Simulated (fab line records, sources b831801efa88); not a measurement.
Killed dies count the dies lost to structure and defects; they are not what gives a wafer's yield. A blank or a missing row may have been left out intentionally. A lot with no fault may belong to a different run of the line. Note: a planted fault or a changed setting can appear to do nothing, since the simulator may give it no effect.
fab line records	flow sky130
[record] lots = 6	wafers = 18	lastDay = 50
route steps=708 shown METAL3@532 CAPM@537 PAD_OPEN@708
lots that met no fault: taken from a fault-free run of the same line
startH: hours from the record's first day to the start of the lot's first wafer shown	waitH: how many hours have passed since the lot's step before this one	" as in the row above	L1.1+2: a single row standing in for several wafers	- no value, or no start given	* or withheld: withheld	< > ~ a bound
route shown NAME@n: names a module that has steps shown in the file, with the first one's number in the route	usual: the fault-free wafers' mean and standard deviation	same: alike in all rows	chamber/n: place in a boat	sites: each site's reading	_std_site: standard deviation across them	_edge_site: outer sites' mean less inner sites'	radiusMm: for every site, how far away it sits from the centre of the wafer	mask NAME#n: copy n	behind: the last tool/chamber to shape the wafer	hold: what put the lot on hold/how long, in hours/how the hold closed	device: the n, p or np transistor that did not switch	end of line: tests of these same wafers at the route's end	where a step has no rows: the recipe by itself	killed: the dies lost at the first sort to structure and to defects; this is not the yield of the wafer	map: the dies of a wafer, with x for killed, . for not killed, _ for no die there
set.NAME: the setting as run; set.NAME@STEP: as run at that earlier step	model.NAME: the simulator's own value behind a step, which no gauge read
lots at selected steps of the route; one table per step, one row per wafer
services: the hour from which a tool's chamber was out of use, counted from the record's first day as startH (under 0 if before that day), plus the number of hours and why
[[steps]]
[step SKY_METAL3_SPUTTER_00]
[recipe] material = Ti	targetThkNm = 15	powerW = 3000	timeS = 10	chamberPressurePa = 0.4
[usual] throttleValvePct = 30.2/0.96
lot.wafer	tool	chamber	startH	waitH	throttleValvePct
L811.3	pvdSputter-04	-	859.79	0.2	30.3
L811.4	"	-	"	"	28.8
L811.6	"	-	"	"	30.2
L813.1	pvdSputter-01	-	880.06	0.1	30.7
L813.2	"	-	"	"	29.7
L813.4	"	-	"	"	31.2
L818.1	pvdSputter-02	-	929.37	0.2	29.6
L818.5	"	-	"	"	31.1
L818.6	"	-	"	"	29.6
L822.4	pvdSputter-04	-	963.30	0.2	30.2
L822.5	"	-	"	"	30.4
L822.6	"	-	"	"	30.8
L824.1	pvdSputter-02	-	977.76	0.1	29.9
L824.2	"	-	"	"	31.1
L824.4	"	-	"	"	29.4
L832.3	pvdSputter-02	-	1025.41	0.2	31.5
L832.4	"	-	"	"	29.8
L832.6	"	-	"	"	29.4
[step SKY_METAL3_SPUTTER_01]
[recipe] material = TiN	targetThkNm = 20	powerW = 6500	timeS = 16.7	chamberPressurePa = 0.3829
[usual] throttleValvePct = 30.2/0.94
lot.wafer	tool	chamber	startH	waitH	throttleValvePct
L811.3	pvdSputter-04	-	859.81	0.0	30.1
L811.4	"	-	"	"	28.5
L811.6	"	-	"	"	30.1
L813.1	pvdSputter-01	-	880.08	0.0	30.8
L813.2	"	-	"	"	29.8
L813.4	"	-	"	"	31.3
L818.1	pvdSputter-02	-	929.39	0.0	29.5
L818.5	"	-	"	"	31.5
L818.6	"	-	"	"	29.3
L822.4	pvdSputter-04	-	963.32	0.0	30.1
L822.5	"	-	"	"	30.2
L822.6	"	-	"	"	30.9
L824.1	pvdSputter-02	-	977.78	0.0	29.9
L824.2	"	-	"	"	31.2
L824.4	"	-	"	"	29.3
L832.3	pvdSputter-02	-	1025.44	0.0	31.3
L832.4	"	-	"	"	29.6
L832.6	"	-	"	"	29.3
[step SKY_METAL3_SPUTTER_02]
[recipe] material = AlCu	targetThkNm = 735	powerW = 10600	timeS = 39.1	chamberPressurePa = 0.4
[step SKY_METAL3_SPUTTER_03]
[recipe] material = Ti	targetThkNm = 5	powerW = 3000	timeS = 3.3	chamberPressurePa = 0.4
[usual] throttleValvePct = 30.2/0.91
lot.wafer	tool	chamber	startH	waitH	throttleValvePct
L811.3	pvdSputter-04	-	859.88	0.0	30.4
L811.4	"	-	"	"	28.7
L811.6	"	-	"	"	30.2
L813.1	pvdSputter-01	-	880.15	0.0	30.7
L813.2	"	-	"	"	29.7
L813.4	"	-	"	"	31.2
L818.1	pvdSputter-02	-	929.46	0.0	29.7
L818.5	"	-	"	"	31.2
L818.6	"	-	"	"	29.8
L822.4	pvdSputter-04	-	963.38	0.0	30.1
L822.5	"	-	"	"	30.3
L822.6	"	-	"	"	31.0
L824.1	pvdSputter-02	-	977.85	0.0	30.0
L824.2	"	-	"	"	31.4
L824.4	"	-	"	"	29.2
L832.3	pvdSputter-02	-	1025.51	0.0	31.3
L832.4	"	-	"	"	29.4
L832.6	"	-	"	"	29.3
[step SKY_METAL3_SPUTTER_04]
[recipe] material = TiN	targetThkNm = 70	powerW = 6500	timeS = 58.3	chamberPressurePa = 0.4
[usual] throttleValvePct = 30.2/0.94
lot.wafer	tool	chamber	startH	waitH	throttleValvePct
L811.3	pvdSputter-04	-	859.90	0.0	30.3
L811.4	"	-	"	"	28.9
L811.6	"	-	"	"	30.3
L813.1	pvdSputter-01	-	880.16	0.0	30.7
L813.2	"	-	"	"	29.9
L813.4	"	-	"	"	31.4
L818.1	pvdSputter-02	-	929.48	0.0	29.6
L818.5	"	-	"	"	31.3
L818.6	"	-	"	"	29.3
L822.4	pvdSputter-04	-	963.40	0.0	30.5
L822.5	"	-	"	"	30.3
L822.6	"	-	"	"	31.0
L824.1	pvdSputter-02	-	977.87	0.0	29.8
L824.2	"	-	"	"	31.0
L824.4	"	-	"	"	29.5
L832.3	pvdSputter-02	-	1025.53	0.0	31.3
L832.4	"	-	"	"	30.0
L832.6	"	-	"	"	29.3
[step SKY_CAPM_CVD_00]
[recipe] material = SiO2	targetThkNm = 15.5	tempC = 400	timeS = withheld	rfW = 450
[usual] heaterPowerW = 697/64
lot.wafer	tool	chamber	startH	waitH	heaterPowerW
L811.3	pecvd-02	1	859.96	0.0	661
L811.4	"	2	"	"	760
L811.6	"	2	"	"	760
L813.1	pecvd-02	0	880.21	0.0	650
L813.2	"	1	"	"	703
L813.4	"	0	"	"	666
L818.1	pecvd-03	2	929.52	0.0	694
L818.5	"	0	"	"	684
L818.6	"	2	"	"	684
L822.4	pecvd-02	0	963.46	0.0	686
L822.5	"	1	"	"	620
L822.6	"	2	"	"	782
L824.1	pecvd-02	2	977.93	0.0	806
L824.2	"	1	"	"	716
L824.4	"	0	"	"	601
L832.3	pecvd-03	2	1025.59	0.0	587
L832.4	"	0	"	"	760
L832.6	"	0	"	"	724
[step SKY_CAPM_THK_MEAS_01]
[recipe] reads = SiO2_of_CAPM_CVD_00
[usual] CAPM_CVD_00_THK = 15.50/0.23
lot.wafer	tool	chamber	startH	waitH	CAPM_CVD_00_THK[nm]
L811.3	filmMetro-02	-	860.00	-	15.48
L811.4	"	-	"	"	15.62
L811.6	"	-	"	"	15.68
L813.1	filmMetro-03	-	880.24	-	15.22
L813.2	"	-	"	"	15.16
L813.4	"	-	"	"	15.58
L818.1	filmMetro-02	-	929.55	-	15.15
L818.5	"	-	"	"	15.78
L818.6	"	-	"	"	15.23
L822.4	filmMetro-03	-	963.50	-	15.83
L822.5	"	-	"	"	15.61
L822.6	"	-	"	"	15.57
L824.1	filmMetro-02	-	977.95	-	15.68
L824.2	"	-	"	"	15.30
L824.4	"	-	"	"	15.91
L832.3	filmMetro-03	-	1025.63	-	15.08
L832.4	"	-	"	"	15.53
L832.6	"	-	"	"	15.44
[step SKY_CAPM_SPUTTER_02]
[recipe] material = TiN	targetThkNm = 200	tempC = 300	powerW = 6500	timeS = 166.7	chamberPressurePa = 0.4
[step SKY_CAPM_RS_MEAS_03]
[recipe] thkMeasGauge = four-point-probe	reads = TiN_of_CAPM_SPUTTER_02
[usual] CAPM_TIN_RS = 6.90/0.091
lot.wafer	tool	chamber	startH	waitH	CAPM_TIN_RS[ohm/sq]
L811.3	filmMetro-03	-	860.19	0.1	6.97
L811.4	"	-	"	"	6.92
L811.6	"	-	"	"	6.84
L813.1	filmMetro-02	-	880.40	0.1	6.95
L813.2	"	-	"	"	6.91
L813.4	"	-	"	"	6.96
L818.1	filmMetro-03	-	929.72	0.1	7.01
L818.5	"	-	"	"	6.90
L818.6	"	-	"	"	6.99
L822.4	filmMetro-02	-	963.70	0.1	6.66
L822.5	"	-	"	"	6.77
L822.6	"	-	"	"	6.78
L824.1	filmMetro-04	-	978.12	0.1	7.02
L824.2	"	-	"	"	6.99
L824.4	"	-	"	"	6.98
L832.3	filmMetro-02	-	1025.82	0.1	6.92
L832.4	"	-	"	"	6.96
L832.6	"	-	"	"	6.96
[step SKY_CAPM_THK_MEAS_04]
[recipe] thkMeasGauge = xrf	reads = TiN_of_CAPM_SPUTTER_02
[usual] CAPM_TIN_THK = 202.7/2.8
lot.wafer	tool	chamber	startH	waitH	CAPM_TIN_THK[nm]
L811.3	filmMetro-03	-	860.29	0.1	201.1
L811.4	"	-	"	"	201.6
L811.6	"	-	"	"	204.0
L813.1	filmMetro-02	-	880.52	0.1	200.1
L813.2	"	-	"	"	201.8
L813.4	"	-	"	"	200.7
L818.1	filmMetro-03	-	929.84	0.1	200.6
L818.5	"	-	"	"	202.9
L818.6	"	-	"	"	200.9
L822.4	filmMetro-02	-	963.79	0.1	210.7
L822.5	"	-	"	"	207.9
L822.6	"	-	"	"	206.4
L824.1	filmMetro-04	-	978.24	0.1	201.3
L824.2	"	-	"	"	200.9
L824.4	"	-	"	"	201.9
L832.3	filmMetro-02	-	1025.92	0.1	202.6
L832.4	"	-	"	"	201.5
L832.6	"	-	"	"	201.5
[step SKY_CAPM_DEHYDRATE_05]
[recipe] tempC = 200	timeS = 60
[step SKY_CAPM_HMDS_06]
[recipe] primeTimeS = 60	primeTempC = 120
[step SKY_CAPM_COAT_07]
[recipe] resist = NOVOLAK	spinRpm = 3000	resistThkNm = 1140
[usual] spinSpeedRpm = 3000.0/1.7
lot.wafer	tool	chamber	startH	waitH	spinSpeedRpm	model.NOVOLAK_of_CAPM_COAT_07.thkNm
L811.3	lithoTrack-03	0	873.64	0.1	2998.4	1138
L811.4	"	0	"	"	2998.1	1139
L811.6	"	0	"	"	2998.7	1139
L813.1	lithoTrack-04	0	892.29	0.1	3001.3	1138
L813.2	"	0	"	"	3000.5	1141
L813.4	"	0	"	"	3000.2	1140
L818.1	lithoTrack-01	0	941.12	0.1	3000.5	1144
L818.5	"	0	"	"	3002.8	1146
L818.6	"	0	"	"	3000.4	1144
L822.4	lithoTrack-01	0	975.65	0.1	3275.1	1090
L822.5	"	0	"	"	3272.5	1090
L822.6	"	0	"	"	3274.0	1092
L824.1	lithoTrack-01	0	988.72	0.1	3275.0	1091
L824.2	"	0	"	"	3273.9	1093
L824.4	"	0	"	"	3277.1	1096
L832.3	lithoTrack-04	0	1035.99	0.1	3000.6	1145
L832.4	"	0	"	"	2998.0	1144
L832.6	"	0	"	"	3001.5	1146
[step SKY_CAPM_SOFTBAKE_08]
[recipe] tempC = 90	timeS = 60	resist = NOVOLAK
[step SKY_CAPM_EXPOSE_09]
[recipe] maskId = CAPM	na = 0.6	sourceShape = conventional	sigmaOuter = 0.6	polarization = unpolarized	targetCdNm = 1000	doseMj = 159
[step SKY_CAPM_PEB_10]
[recipe] tempC = withheld	timeS = *	resist = NOVOLAK
[step SKY_CAPM_DEVELOP_11]
[recipe] resist = NOVOLAK	developer = TMAH	developTimeS = 60	devTempC = 23
[step SKY_CAPM_OVL_MEAS_12]
[usual] CAPM_OVL = -1.3/1.6
lot.wafer	tool	chamber	startH	waitH	CAPM_OVL[nm]
L811.3	overlay-01	-	885.95	0.1	-2.1
L811.4	"	-	"	"	-2.3
L811.6	"	-	"	"	-1.6
L813.1	overlay-02	-	905.64	0.1	-1.6
L813.2	"	-	"	"	-1.7
L813.4	"	-	"	"	-3.3
L818.1	overlay-02	-	954.47	0.1	0.5
L818.5	"	-	"	"	0.4
L818.6	"	-	"	"	-0.1
L822.4	overlay-01	-	987.01	0.1	-1.0
L822.5	"	-	"	"	-0.8
L822.6	"	-	"	"	-0.4
L824.1	overlay-01	-	1000.74	0.1	-1.3
L824.2	"	-	"	"	-2.3
L824.4	"	-	"	"	-1.9
L832.3	overlay-01	-	1047.25	0.1	-0.2
L832.4	"	-	"	"	-1.0
L832.6	"	-	"	"	-1.9
[step SKY_CAPM_METAL_ETCH_13]
[recipe] targetDepthNm = 220	stopOn = SiO2	chemistry = Cl2/BCl3	target = TiN	pressureMtorr = 10	icpW = 900	biasW = 48.5	Cl2_flow_sccm = 60	bcl3FlowSccm = 30	timeS = 62.9
[usual] bcl3FlowSccm = 29.99/0.093	drypumpMotorCurrentA = 5.9/0.39	oesProductAu = 0.943/0.0085	throttleValvePct = 21.902/0.011
lot.wafer	tool	chamber	startH	waitH	bcl3FlowSccm	drypumpMotorCurrentA	oesProductAu	rfHoursCounterH	throttleValvePct	model.NOVOLAK_of_CAPM_COAT_07.thkNm
L811.3	rieMetal-01	1	886.00	0.0	29.92	5.8	0.933	-	21.900	991.6
L811.4	"	0	"	"	30.05	6.4	0.932	-	21.905	989.7
L811.6	"	0	"	"	30.12	6.4	0.948	-	21.908	991.1
L813.1	rieMetal-04	0	905.68	0.0	30.03	5.4	0.946	4	21.908	990
L813.2	"	1	"	"	30.12	6.2	0.941	9	21.888	994.5
L813.4	"	0	"	"	30.02	5.3	0.941	-	21.910	990.6
L818.1	rieMetal-01	0	954.51	0.0	30.00	6.4	0.939	11	21.896	994.9
L818.5	"	1	"	"	30.02	5.8	0.939	-	21.888	1001
L818.6	"	0	"	"	30.06	6.4	0.935	-	21.908	995.3
L822.4	rieMetal-02	0	987.05	0.0	29.90	6.2	0.967	-	21.883	944.4
L822.5	"	0	"	"	30.20	6.2	0.956	-	21.883	943.9
L822.6	"	1	"	"	29.79	5.7	0.961	-	21.878	946
L824.1	rieMetal-04	1	1000.78	0.0	30.03	6.2	0.939	13	21.911	945.1
L824.2	"	0	"	"	30.07	5.3	0.938	8	21.900	946
L824.4	"	1	"	"	29.93	6.2	0.928	-	21.890	949.5
L832.3	rieMetal-02	1	1047.30	0.0	29.90	5.7	0.936	-	21.923	1000
L832.4	"	0	"	"	29.99	6.2	0.933	-	21.900	997.5
L832.6	"	1	"	"	30.05	5.7	0.936	-	21.892	1002
[step SKY_CAPM_STRIP_14]
[recipe] chemistry = O2/N2	powerW = 1400	pressureMtorr = 1500	platenTempC = withheld	o2FlowSccm = 3000	n2FlowSccm = 300	overashFraction = 0.5
[usual] drypumpMotorCurrentA = 5.6/0.37	oesProductAu = 0.710/0.0047	stripTimeToEndpointS = 12.65/0.05
lot.wafer	tool	chamber	startH	waitH	drypumpMotorCurrentA	oesProductAu	rfHoursCounterH	stripTimeToEndpointS
L811.3	plasmaAsher-02	1	886.09	0.1	5.9	0.715	-	12.62
L811.4	"	0	"	"	5.3	0.717	-	12.62
L811.6	"	0	"	"	5.3	0.713	-	12.62
L813.1	plasmaAsher-02	1	905.75	0.1	5.9	0.716	79	12.60
L813.2	"	0	"	"	5.3	0.711	79	12.67
L813.4	"	1	"	"	5.9	0.713	-	12.63
L818.1	plasmaAsher-02	1	954.59	0.1	5.9	0.713	84	12.66
L818.5	"	0	"	"	5.3	0.718	-	12.75
L818.6	"	1	"	"	5.9	0.709	-	12.67
L822.4	plasmaAsher-01	0	987.14	0.1	5.9	0.710	-	12.09
L822.5	"	1	"	"	5.1	0.705	-	12.08
L822.6	"	0	"	"	5.9	0.719	-	12.10
L824.1	plasmaAsher-02	0	1000.86	0.1	5.3	0.710	89	12.09
L824.2	"	1	"	"	5.9	0.712	89	12.11
L824.4	"	0	"	"	5.3	0.704	-	12.14
L832.3	plasmaAsher-02	0	1047.39	0.1	5.3	0.714	-	12.74
L832.4	"	1	"	"	5.9	0.721	-	12.69
L832.6	"	0	"	"	5.3	0.701	-	12.76
[step SKY_CAPM_STRIP_15]
[recipe] chemistry = postEtchResidueRemover	timeS = 1200	tempC = 72.5
[step SKY_PAD_OPEN_PROBE_99]
[usual] defectLimitedYield = 82.3/1.9	killed_at_M0_to_M3 = 44/7.6	killed_at_M4_up = 3.2/1.7	killedAtContacts = 24/5.7	killedAtFrontEnd = 16/3.9	killedAtOther = 0.2/0.45	killedDies = 87/9.5	killedOpen = 47/6.9	killedShort = 40/5.8	sort_bin_3_pad_short = 0.9/0.4	sort_bin_5_function = 10.4/1.4	sort_bin_6_memory = 6.4/1.1	sortNPass = 405/9.5	sortYieldPct = 82.3/1.9
[same] grossDies = 492	killedAtBackSide = 0	sort_bin_4_leakage[%] = 0	sort_bin_8_speed[%] = 0
lot.wafer	tool	chamber	startH	waitH	defectLimitedYield[%]	killed_at_M0_to_M3	killed_at_M4_up	killedAtContacts	killedAtFrontEnd	killedAtOther	killedDies	killedOpen	killedShort	sort_bin_3_pad_short[%]	sort_bin_5_function[%]	sort_bin_6_memory[%]	sortNPass	sortYieldPct[%]
L818.1	prober-02	-	1130.05	0.1	81.5	51	1	26	13	0	91	55	36	1.0	10.0	7.5	401	81.5
L818.5	prober-02	-	1130.25	0.2	84.1	40	3	19	16	0	78	37	41	0.4	8.9	6.5	414	84.1
L818.6	prober-02	-	1130.30	0.2	81.5	49	2	19	21	0	91	52	39	0.6	11.4	6.5	401	81.5
L824.1	prober-02	-	1174.47	0.1	79.9	41	6	33	19	0	99	51	48	1.0	12.4	6.7	393	79.9
L824.2	prober-02	-	1174.52	0.1	83.1	46	5	18	14	0	83	46	37	1.6	8.9	6.3	409	83.1
L824.4	prober-02	-	1174.62	0.2	82.5	36	3	26	21	0	86	45	41	0.8	9.3	7.3	406	82.5
L832.3	prober-02	-	1203.79	0.2	83.5	44	3	24	10	0	81	40	41	0.8	11.2	4.5	411	83.5
L832.4	prober-02	-	1203.84	0.2	83.5	42	0	26	13	0	81	45	36	1.2	9.8	5.5	411	83.5
L832.6	prober-02	-	1203.94	0.2	83.5	41	1	23	16	0	81	44	37	1.0	9.6	5.9	411	83.5
// killed by level:class
L818.1 VIA1:geometricParticle:open=14 VIA2:geometricParticle:open=11 CONTACT:geometricParticle:open=10 CONTACT:geometricParticle:short=7 METAL1:geometricParticle:short=7 VIA1:geometricParticle:short=5 LI_CONTACT:geometricParticle:open=4 VIA3:geometricParticle:open=4
L818.5 VIA1:geometricParticle:open=13 VIA3:geometricParticle:short=7 VIA1:geometricParticle:short=7 CONTACT:geometricParticle:open=6 FIELD_ISO:geometricParticle:short=5 LI_CONTACT:geometricParticle:open=5 CONTACT:geometricParticle:short=4 VIA2:geometricParticle:open=4
L818.6 VIA1:geometricParticle:open=16 LI_CONTACT:geometricParticle:open=9 POLY_GATE:geometricParticle:open=6 POLY_GATE:geometricParticle:short=5 VIA1:geometricParticle:short=5 METAL2:geometricParticle:short=5 FIELD_ISO:geometricParticle:short=4 FIELD_ISO:geometricParticle:open=4
L824.1 CONTACT:geometricParticle:open=11 VIA1:geometricParticle:open=11 VIA1:geometricParticle:short=8 LI_CONTACT:geometricParticle:short=6 LI_CONTACT:geometricParticle:open=6 CONTACT:geometricParticle:short=6 FIELD_ISO:geometricParticle:short=5 VIA3:geometricParticle:open=5
L824.2 VIA1:geometricParticle:open=10 CONTACT:geometricParticle:open=9 VIA2:geometricParticle:open=9 VIA1:geometricParticle:short=8 FIELD_ISO:geometricParticle:short=6 VIA3:geometricParticle:open=5 VIA3:geometricParticle:short=4 LI_CONTACT:geometricParticle:open=4
L824.4 CONTACT:geometricParticle:open=15 VIA1:geometricParticle:open=6 VIA3:geometricParticle:short=6 FIELD_ISO:geometricParticle:short=5 FIELD_ISO:geometricParticle:open=5 POLY_GATE:geometricParticle:open=5 VIA1:geometricParticle:short=4 VIA2:geometricParticle:short=4
L832.3 CONTACT:geometricParticle:open=12 METAL2:geometricParticle:short=7 METAL1:geometricParticle:short=7 VIA1:geometricParticle:open=7 VIA2:geometricParticle:open=7 VIA3:geometricParticle:open=6 CONTACT:geometricParticle:short=5 FIELD_ISO:geometricParticle:short=4
L832.4 CONTACT:geometricParticle:open=10 VIA2:geometricParticle:open=8 LI_CONTACT:geometricParticle:open=7 METAL2:geometricParticle:short=7 VIA3:geometricParticle:open=6 VIA1:geometricParticle:short=5 VIA1:geometricParticle:open=5 FIELD_ISO:geometricParticle:open=4
L832.6 VIA1:geometricParticle:open=13 CONTACT:geometricParticle:open=11 POLY_GATE:geometricParticle:short=5 VIA1:geometricParticle:short=5 VIA2:geometricParticle:open=5 FIELD_ISO:geometricParticle:short=4 FIELD_ISO:geometricParticle:open=4 CONTACT:geometricParticle:short=4
[[services]]
tool	chamber	startH	hours	kind
pvdSputter-01	-	836.39	6.2	repair
pvdSputter-02	-	840.67	1.2	repair
rieMetal-02	0	847.39	5.1	repair
pvdSputter-02	-	868.18	2.4	repair
pecvd-03	2	877.27	8.1	repair
pvdSputter-02	-	880.20	4.8	repair
pvdSputter-04	-	890.21	0.9	repair
pvdSputter-04	-	890.26	5.2	repair
pecvd-03	-	893.44	5.5	pm
pvdSputter-04	-	894.11	5.4	repair
pecvd-03	0	903.23	6.8	repair
rieMetal-04	-	919.61	10.6	repair
pvdSputter-02	-	931.67	1.4	repair
rieMetal-01	-	943.71	0.4	repair
rieMetal-04	1	959.23	2.5	repair
pvdSputter-04	-	971.67	4.9	repair
pvdSputter-01	-	979.70	3.2	repair
rieMetal-01	1	984.98	6.7	repair
pecvd-02	1	996.78	6.3	repair
pecvd-03	-	998.30	0.9	repair
plasmaAsher-02	-	1011.20	8.2	repair
rieMetal-02	-	1023.06	3.7	repair
pecvd-02	-	1035.78	2.8	pm
rieMetal-04	1	1045.65	7.9	repair
[[key]]
[firstSign] step = SKY_CAPM_COAT_07	reading = spinSpeedRpm	direction = up	sigmas = 99+	usual = 3000.0	struck = 3274.6
[effect] step = SKY_CAPM_STRIP_14	reading = stripTimeToEndpointS	direction = down	sigmas = 11	usual = *	struck = *
[modelEffect] step = SKY_CAPM_COAT_07	value = NOVOLAK_of_CAPM_COAT_07.thkNm	without = 1141	struck = 1092
[modelEffect] step = SKY_CAPM_METAL_ETCH_13	value = NOVOLAK_of_CAPM_COAT_07.thkNm	without = 994.7	struck = 945.8
metAt SKY_CAPM_COAT_07
struckWafers L822.4,L822.5,L822.6,L824.1,L824.2,L824.4
onsetBetween 941.12 975.65
[fault] kind = processParameterDrift	tool = lithoTrack-01	chamber = -	onsetH = 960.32	steps = SKY_CAPM_COAT_07	channel = spinRpm	offset = 274.72	shape = step	endH = 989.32	actsIn = theseRecipesOnly	stated = 3000
